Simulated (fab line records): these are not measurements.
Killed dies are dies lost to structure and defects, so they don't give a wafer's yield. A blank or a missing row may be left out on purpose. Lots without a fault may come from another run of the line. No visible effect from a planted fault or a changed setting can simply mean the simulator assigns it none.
fab line records    flow sky130
record lots=6  wafers=18  lastDay=50
route steps=708 shown POLY_GATE@234 LDD_N@237 PAD_OPEN@708
lots untouched by any fault: they come from a run of this same line in which no faults occurred
startH: hours from the record's opening day to when the first of the lot's shown wafers began    waitH: hours elapsed since this lot's preceding step    " identical to the entry in the row above    L1.1+2: a single row standing in for several wafers    - either no value or no given start    * or withheld: withheld    < > ~ a bound
route shown NAME@n: a module of which the file shows steps, and the number in the route of the first    usual: mean/standard deviation taken from wafers without a fault    same: alike in all rows    chamber/n: place in a boat    sites: each site's reading    _std_site: how widely they spread, as a standard deviation    _edge_site: inner sites' mean taken away from outer sites' mean    radiusMm: for every site, how far away it sits from the centre of the wafer    mask NAME#n: copy n    behind: tool/chamber where the wafer was last shaped    hold: the reason the lot was held/the length of the hold in hours/how it ended    device: names the non-switching transistor (n, p or np)    end of line: tests run on the same wafers once the route is complete    a step given without rows: its recipe and nothing more    killed: count of dies lost to structure and defects at first sort (not the wafer's yield)    map: a wafer's dies, x killed, . not, _ none there
set.NAME: setting as actually run; set.NAME@STEP: the setting as run at that earlier step    model.NAME: the simulator's own value behind a step, which no gauge read
a table for each step, a row for each wafer; lots at some steps of the route
services: when a tool's chamber went out of use (startH, in hours from the record's first day, below 0 if earlier), for how many hours, and the reason
## steps
# step SKY_POLY_GATE_OXIDATION_20
# recipe tempC=850  ambient=O2  stabiliseS=600  purgeS=300  targetThkA=40  oxTimeS=899
# step SKY_POLY_GATE_THK_MEAS_21
# recipe reads=SiO2_of_POLY_GATE_OXIDATION_20
# usual POLY_GATE_OXIDATION_THK=4.00/0.092
lot.wafer  tool          chamber  startH  waitH  POLY_GATE_OXIDATION_THK[nm]
L410.2     filmMetro-04  -        440.37  0.0    4.01
L410.4     "             -        "       "      4.00
L410.5     "             -        "       "      4.10
L411.2     filmMetro-02  -        456.22  0.0    4.10
L411.4     "             -        "       "      4.01
L411.5     "             -        "       "      4.05
L412.2     filmMetro-02  -        471.23  0.0    4.20
L412.3     "             -        "       "      4.17
L412.4     "             -        "       "      4.09
L414.2     filmMetro-01  -        479.61  0.0    3.98
L414.3     "             -        "       "      4.04
L414.5     "             -        "       "      4.09
L421.1     filmMetro-01  -        580.46  0.0    3.92
L421.5     "             -        "       "      3.83
L421.6     "             -        "       "      3.78
L422.2     filmMetro-01  -        587.11  0.0    3.96
L422.4     "             -        "       "      4.02
L422.6     "             -        "       "      3.92
# step SKY_POLY_GATE_CD_MEAS_22
# usual cdNm=150.8/2.6
lot.wafer  tool      chamber  startH  waitH  cdNm
L410.2     cdSem-01  -        440.45  0.1    154.0
L410.4     "         -        "       "      145.8
L410.5     "         -        "       "      146.6
L411.2     cdSem-01  -        456.30  0.1    150.0
L411.4     "         -        "       "      150.9
L411.5     "         -        "       "      153.0
L412.2     cdSem-02  -        471.30  0.1    153.7
L412.3     "         -        "       "      153.5
L412.4     "         -        "       "      154.9
L414.2     cdSem-02  -        479.69  0.1    154.5
L414.3     "         -        "       "      148.7
L414.5     "         -        "       "      147.6
L421.1     cdSem-02  -        580.52  0.1    151.1
L421.5     "         -        "       "      156.8
L421.6     "         -        "       "      154.1
L422.2     cdSem-02  -        587.19  0.1    150.2
L422.4     "         -        "       "      149.4
L422.6     "         -        "       "      147.8
# step SKY_LDD_N_DEHYDRATE_00
# recipe tempC=200  timeS=60
# step SKY_LDD_N_HMDS_01
# recipe primeTimeS=60  primeTempC=120
# step SKY_LDD_N_COAT_02
# recipe resist=NOVOLAK  spinRpm=3000  resistThkNm=300
# step SKY_LDD_N_SOFTBAKE_03
# recipe tempC=90  timeS=60  resist=NOVOLAK
# step SKY_LDD_N_EXPOSE_04
# recipe maskId=NTM  targetCdNm=840  na=0.6  sourceShape=conventional  sigmaOuter=0.6  doseMj=110
# step SKY_LDD_N_PEB_05
# recipe tempC=withheld  timeS=*  resist=NOVOLAK
# step SKY_LDD_N_DEVELOP_06
# recipe developTimeS=60  devTempC=23
# step SKY_LDD_N_OVL_MEAS_07
# usual LDD_N_OVL=0.3/1.3
lot.wafer  tool        chamber  startH  waitH  LDD_N_OVL[nm]
L410.2     overlay-02  -        471.43  0.1    1.9
L410.4     "           -        "       "      3.1
L410.5     "           -        "       "      2.6
L411.2     overlay-01  -        485.98  0.1    1.5
L411.4     "           -        "       "      -0.7
L411.5     "           -        "       "      1.0
L412.2     overlay-02  -        501.54  0.1    -2.6
L412.3     "           -        "       "      -0.9
L412.4     "           -        "       "      -1.7
L414.2     overlay-01  -        510.69  0.1    -2.6
L414.3     "           -        "       "      -2.2
L414.5     "           -        "       "      0.0
L421.1     overlay-01  -        610.14  0.1    -0.8
L421.5     "           -        "       "      -1.0
L421.6     "           -        "       "      -0.8
L422.2     overlay-02  -        616.13  0.1    0.8
L422.4     "           -        "       "      0.7
L422.6     "           -        "       "      1.8
# step SKY_LDD_N_IMPLANT_08
# recipe species=As  energyKev=20  doseCm2=7.5e+13  tiltDeg=withheld  rotationDeg=23
# step SKY_LDD_N_IMPLANT_09
# recipe species=As  energyKev=20  doseCm2=7.5e+13  tiltDeg=withheld  rotationDeg=113
# usual doseIonsCm2=7.5e+13/8.1e+10  faradayCurrentUA=422/8.3
# same implantIonAmu=75
lot.wafer  tool          chamber  startH  waitH  doseIonsCm2  faradayCurrentUA
L410.2     implanter-01  0        471.64  0.1    7.497e+13    431
L410.4     "             0        "       "      7.515e+13    425
L410.5     "             0        "       "      7.507e+13    419
L411.2     implanter-01  0        486.19  0.1    7.513e+13    426
L411.4     "             0        "       "      7.507e+13    417
L411.5     "             0        "       "      7.498e+13    425
L412.2     implanter-01  0        501.75  0.1    5.459e+13    310
L412.3     "             0        "       "      5.46e+13     302
L412.4     "             0        "       "      5.457e+13    310
L414.2     implanter-01  0        510.90  0.1    5.455e+13    296
L414.3     "             0        "       "      5.455e+13    311
L414.5     "             0        "       "      5.455e+13    313
L421.1     implanter-01  0        610.32  0.1    7.501e+13    421
L421.5     "             0        "       "      7.501e+13    434
L421.6     "             0        "       "      7.496e+13    418
L422.2     implanter-01  0        616.34  0.1    7.502e+13    416
L422.4     "             0        "       "      7.501e+13    416
L422.6     "             0        "       "      7.51e+13     429
# step SKY_LDD_N_IMPLANT_10
# recipe species=As  energyKev=20  doseCm2=7.5e+13  tiltDeg=withheld  rotationDeg=203
# step SKY_LDD_N_IMPLANT_11
# recipe species=As  energyKev=20  doseCm2=7.5e+13  tiltDeg=withheld  rotationDeg=293
# step SKY_LDD_N_IMPLANT_12
# recipe species=BF2  energyKev=50  doseCm2=5e+12  tiltDeg=30  rotationDeg=0
# step SKY_LDD_N_IMPLANT_13
# recipe species=BF2  energyKev=50  doseCm2=5e+12  tiltDeg=30  rotationDeg=90
# step SKY_LDD_N_IMPLANT_14
# recipe species=BF2  energyKev=50  doseCm2=5e+12  tiltDeg=30  rotationDeg=180
# step SKY_LDD_N_IMPLANT_15
# recipe species=BF2  energyKev=50  doseCm2=5e+12  tiltDeg=30  rotationDeg=270
# step SKY_LDD_N_STRIP_16
# recipe chemistry=O2/N2  powerW=1400  pressureMtorr=1500  platenTempC=withheld  o2FlowSccm=3000  n2FlowSccm=300  overashFraction=0.5
# usual drypumpMotorCurrentA=5.6/0.45  o2FlowSccm=2999/9.3  oesProductAu=0.407/0.0047  stripTimeToEndpointS=4.320/0.019
lot.wafer  tool            chamber  startH  waitH  drypumpMotorCurrentA  o2FlowSccm  oesProductAu  rfHoursCounterH  stripTimeToEndpointS
L410.2     plasmaAsher-01  1        472.66  0.1    5.8                   2979        0.412         36               4.328
L410.4     "               1        "       "      5.8                   2993        0.407         -                4.342
L410.5     "               0        "       "      5.0                   2985        0.416         -                4.344
L411.2     plasmaAsher-02  1        487.21  0.1    5.7                   2992        0.399         69               4.326
L411.4     "               1        "       "      5.7                   2996        0.407         -                4.307
L411.5     "               0        "       "      6.3                   2989        0.406         -                4.299
L412.2     plasmaAsher-01  0        502.77  0.1    5.0                   2982        0.410         39               4.263
L412.3     "               0        "       "      5.0                   3008        0.402         -                4.257
L412.4     "               1        "       "      5.8                   3000        0.398         -                4.238
L414.2     plasmaAsher-02  0        511.92  0.1    6.4                   2991        0.402         71               4.287
L414.3     "               0        "       "      6.3                   2997        0.407         -                4.266
L414.5     "               0        "       "      6.3                   3005        0.412         -                4.244
L421.1     plasmaAsher-02  0        611.37  0.1    6.3                   2987        0.414         81               4.347
L421.5     "               1        "       "      5.7                   2997        0.408         -                4.338
L421.6     "               0        "       "      6.4                   2984        0.409         -                4.358
L422.2     plasmaAsher-01  1        617.36  0.1    5.8                   2998        0.407         51               4.309
L422.4     "               0        "       "      5.0                   3002        0.414         -                4.329
L422.6     "               1        "       "      5.7                   2987        0.406         -                4.328
# step SKY_LDD_N_TW_MEAS_17
# usual LDD_N_TW=2583/24
lot.wafer  tool          chamber  startH  waitH  LDD_N_TW
L410.2     filmMetro-03  -        472.77  0.1    2571
L410.4     "             -        "       "      2569
L410.5     "             -        "       "      2561
L411.2     filmMetro-02  -        487.32  0.1    2585
L411.4     "             -        "       "      2580
L411.5     "             -        "       "      2598
L412.2     filmMetro-02  -        502.88  0.1    2548
L412.3     "             -        "       "      2542
L412.4     "             -        "       "      2542
L414.2     filmMetro-02  -        512.03  0.1    2547
L414.3     "             -        "       "      2546
L414.5     "             -        "       "      2544
L421.1     filmMetro-03  -        611.47  0.1    2538
L421.5     "             -        "       "      2521
L421.6     "             -        "       "      2546
L422.2     filmMetro-02  -        617.47  0.1    2586
L422.4     "             -        "       "      2586
L422.6     "             -        "       "      2591
# step SKY_PAD_OPEN_PROBE_99
# usual killed_at_M0_to_M3=43/7.3  killed_at_M4_up=3.0/2  killedAtContacts=24/5.2  killedAtFrontEnd=15/4.4  killedAtOther=0.2/0.48  killedDies=86/9.1  killedOpen=47/7.3  killedShort=38/6.4
# same grossDies=492  killedAtBackSide=0
lot.wafer  tool       chamber  startH   waitH  killed_at_M0_to_M3  killed_at_M4_up  killedAtContacts  killedAtFrontEnd  killedAtOther  killedDies  killedOpen  killedShort  model.etest.tipN.rsOhmSq
L410.2     prober-01  -        1123.62  0.1    36                  5                25                22                0              88          53          34           440
L410.4     prober-01  -        1123.72  0.2    35                  3                31                17                2              88          51          36           439.9
L410.5     prober-01  -        1123.77  0.2    47                  2                24                19                0              92          57          35           442.2
L411.2     prober-02  -        1135.27  0.1    46                  2                22                10                1              81          41          39           442.1
L411.4     prober-02  -        1135.37  0.2    48                  7                29                12                0              96          52          44           446
L411.5     prober-02  -        1135.42  0.2    47                  4                23                12                0              86          54          31           441.8
L412.2     prober-02  -        1139.47  0.1    46                  6                20                19                0              91          55          36           473.6
L412.3     prober-02  -        1139.52  0.2    47                  3                17                19                0              86          42          44           471.9
L412.4     prober-02  -        1139.57  0.2    43                  1                19                18                1              82          49          33           470.8
L414.2     prober-01  -        1149.57  0.1    45                  1                21                16                0              83          49          34           464.6
L414.3     prober-01  -        1149.62  0.2    47                  3                25                12                1              88          56          32           464.5
L414.5     prober-01  -        1149.72  0.2    50                  1                18                19                0              88          48          40           465.5
L421.1     prober-01  -        1205.31  0.1    48                  14               20                16                0              98          49          49           443
L421.5     prober-01  -        1205.51  0.2    40                  1                21                11                0              73          40          32           444.2
L421.6     prober-01  -        1205.56  0.2    41                  3                20                20                0              84          51          33           440.6
L422.2     prober-01  -        1207.73  0.1    54                  0                22                10                1              87          46          41           448.1
L422.4     prober-01  -        1207.83  0.2    36                  3                18                16                0              73          32          41           445.4
L422.6     prober-01  -        1207.93  0.2    47                  7                23                14                0              91          49          42           446.2
# killed by level:class
L410.2 CONTACT:geometricParticle:open=9 VIA1:geometricParticle:open=9 FIELD_ISO:geometricParticle:open=8 LI_CONTACT:geometricParticle:open=7 VIA3:geometricParticle:open=6 FIELD_ISO:geometricParticle:short=5 METAL4:geometricParticle:short=5 POLY_GATE:geometricParticle:open=4
L410.4 CONTACT:geometricParticle:open=14 VIA1:geometricParticle:open=8 CONTACT:geometricParticle:short=6 VIA3:geometricParticle:open=6 METAL2:geometricParticle:short=5 LI_CONTACT:geometricParticle:open=5 VIA1:geometricParticle:short=5 FIELD_ISO:geometricParticle:open=4
L410.5 VIA1:geometricParticle:open=13 CONTACT:geometricParticle:open=12 VIA3:geometricParticle:open=9 FIELD_ISO:geometricParticle:open=7 VIA2:geometricParticle:open=7 LOCAL_INTERCONNECT:geometricParticle:short=5 METAL2:geometricParticle:short=5 FIELD_ISO:geometricParticle:short=4
L411.2 VIA1:geometricParticle:open=11 LI_CONTACT:geometricParticle:open=9 VIA2:geometricParticle:open=8 CONTACT:geometricParticle:open=6 METAL1:geometricParticle:short=6 VIA1:geometricParticle:short=5 VIA2:geometricParticle:short=5 VIA3:geometricParticle:open=5
L411.4 VIA1:geometricParticle:open=14 VIA2:geometricParticle:open=9 LI_CONTACT:geometricParticle:open=9 CONTACT:geometricParticle:open=8 VIA1:geometricParticle:short=8 CONTACT:geometricParticle:short=6 POLY_GATE:geometricParticle:short=5 METAL2:geometricParticle:short=4
L411.5 CONTACT:geometricParticle:open=12 VIA3:geometricParticle:open=10 VIA1:geometricParticle:open=9 VIA1:geometricParticle:short=7 VIA2:geometricParticle:open=6 METAL2:geometricParticle:short=5 LI_CONTACT:geometricParticle:open=4 FIELD_ISO:geometricParticle:open=3
L412.2 POLY_GATE:geometricParticle:open=10 VIA1:geometricParticle:open=10 VIA2:geometricParticle:open=8 LI_CONTACT:geometricParticle:open=7 VIA3:geometricParticle:open=7 VIA1:geometricParticle:short=6 VIA2:geometricParticle:short=5 FIELD_ISO:geometricParticle:open=4
L412.3 VIA1:geometricParticle:open=10 METAL2:geometricParticle:short=8 FIELD_ISO:geometricParticle:short=7 VIA3:geometricParticle:open=7 POLY_GATE:geometricParticle:open=6 CONTACT:geometricParticle:open=6 METAL3:geometricParticle:short=5 VIA2:geometricParticle:open=4
L412.4 VIA2:geometricParticle:open=12 VIA1:geometricParticle:open=8 FIELD_ISO:geometricParticle:short=6 POLY_GATE:geometricParticle:open=6 CONTACT:geometricParticle:open=5 LI_CONTACT:geometricParticle:open=5 FIELD_ISO:geometricParticle:open=4 METAL2:geometricParticle:short=4
L414.2 VIA1:geometricParticle:open=14 CONTACT:geometricParticle:open=8 VIA3:geometricParticle:open=6 VIA2:geometricParticle:open=6 CONTACT:geometricParticle:short=5 FIELD_ISO:geometricParticle:short=4 FIELD_ISO:geometricParticle:open=4 METAL1:geometricParticle:short=4
L414.3 VIA1:geometricParticle:open=15 CONTACT:geometricParticle:open=10 VIA3:geometricParticle:open=9 VIA2:geometricParticle:open=5 LI_CONTACT:geometricParticle:open=5 VIA1:geometricParticle:short=5 CONTACT:geometricParticle:short=5 METAL1:geometricParticle:short=4
L414.5 VIA1:geometricParticle:open=11 CONTACT:geometricParticle:open=9 VIA2:geometricParticle:open=8 VIA3:geometricParticle:open=7 VIA2:geometricParticle:short=6 FIELD_ISO:geometricParticle:open=5 METAL3:geometricParticle:short=5 POLY_GATE:geometricParticle:short=4
L421.1 VIA1:geometricParticle:open=8 METAL2:geometricParticle:short=8 VIA2:geometricParticle:open=8 LI_CONTACT:geometricParticle:open=7 METAL4:geometricParticle:short=7 POLY_GATE:geometricParticle:open=6 CONTACT:geometricParticle:short=6 VIA3:geometricParticle:open=5
L421.5 VIA1:geometricParticle:open=12 LI_CONTACT:geometricParticle:open=10 METAL2:geometricParticle:short=6 CONTACT:geometricParticle:open=5 METAL1:geometricParticle:short=5 VIA2:geometricParticle:open=5 VIA2:geometricParticle:short=4 VIA3:geometricParticle:open=4
L421.6 VIA3:geometricParticle:open=9 VIA1:geometricParticle:open=9 FIELD_ISO:geometricParticle:open=8 CONTACT:geometricParticle:open=7 CONTACT:geometricParticle:short=6 METAL1:geometricParticle:short=6 VIA2:geometricParticle:open=6 POLY_GATE:geometricParticle:short=5
L422.2 VIA3:geometricParticle:open=9 VIA1:geometricParticle:open=9 CONTACT:geometricParticle:open=7 METAL2:geometricParticle:short=7 LI_CONTACT:geometricParticle:open=6 VIA1:geometricParticle:short=6 VIA2:geometricParticle:short=5 VIA2:geometricParticle:open=4
L422.4 VIA2:geometricParticle:open=6 LI_CONTACT:geometricParticle:open=5 VIA1:geometricParticle:open=5 VIA3:geometricParticle:open=5 FIELD_ISO:geometricParticle:short=4 POLY_GATE:geometricParticle:short=4 LI_CONTACT:geometricParticle:short=4 CONTACT:geometricParticle:open=4
L422.6 CONTACT:geometricParticle:open=9 VIA1:geometricParticle:open=8 VIA3:geometricParticle:open=8 VIA1:geometricParticle:short=7 FIELD_ISO:geometricParticle:short=6 VIA2:geometricParticle:open=6 LI_CONTACT:geometricParticle:open=5 METAL4:geometricParticle:short=5
## services
tool            chamber  startH  hours  kind
implanter-01    -        518.01  2.9    repair
plasmaAsher-02  -        524.82  5.3    repair
implanter-01    -        551.86  4.3    pm
implanter-01    -        578.81  3.3    repair
implanter-01    -        617.37  2.1    repair
## key
firstSign step=SKY_LDD_N_IMPLANT_09  reading=doseIonsCm2  direction=down  sigmas=99+  usual=*  struck=*
effect step=SKY_LDD_N_IMPLANT_09  reading=faradayCurrentUA  direction=down  sigmas=14  usual=422  struck=307
effect step=SKY_LDD_N_STRIP_16  reading=stripTimeToEndpointS  direction=down  sigmas=3.2  usual=*  struck=*
effect step=SKY_LDD_N_TW_MEAS_17  reading=LDD_N_TW  direction=down  sigmas=1.6  usual=2583  struck=2545
modelEffect step=SKY_PAD_OPEN_PROBE_99  value=etest.tipN.rsOhmSq  without=447.6  struck=468.5
metAt SKY_LDD_N_IMPLANT_09
struckWafers L412.2,L412.3,L412.4,L414.2,L414.3,L414.5
testerLeftOut L412,L414
onsetBetween 486.19 501.75
fault kind=processParameterDrift  tool=implanter-01  chamber=-  onsetH=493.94  steps=SKY_LDD_N_IMPLANT_09  channel=doseCm2  offset=*  shape=step  endH=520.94  actsIn=*  stated=*
# testerLeftOut: of these lots the tester's yield and bins aren't shown, on N5 and GAA mostly nor the transistor test; their killed dies are dies lost to structure and defects alone, not to doping, threshold or leakage, so they don't give the yield
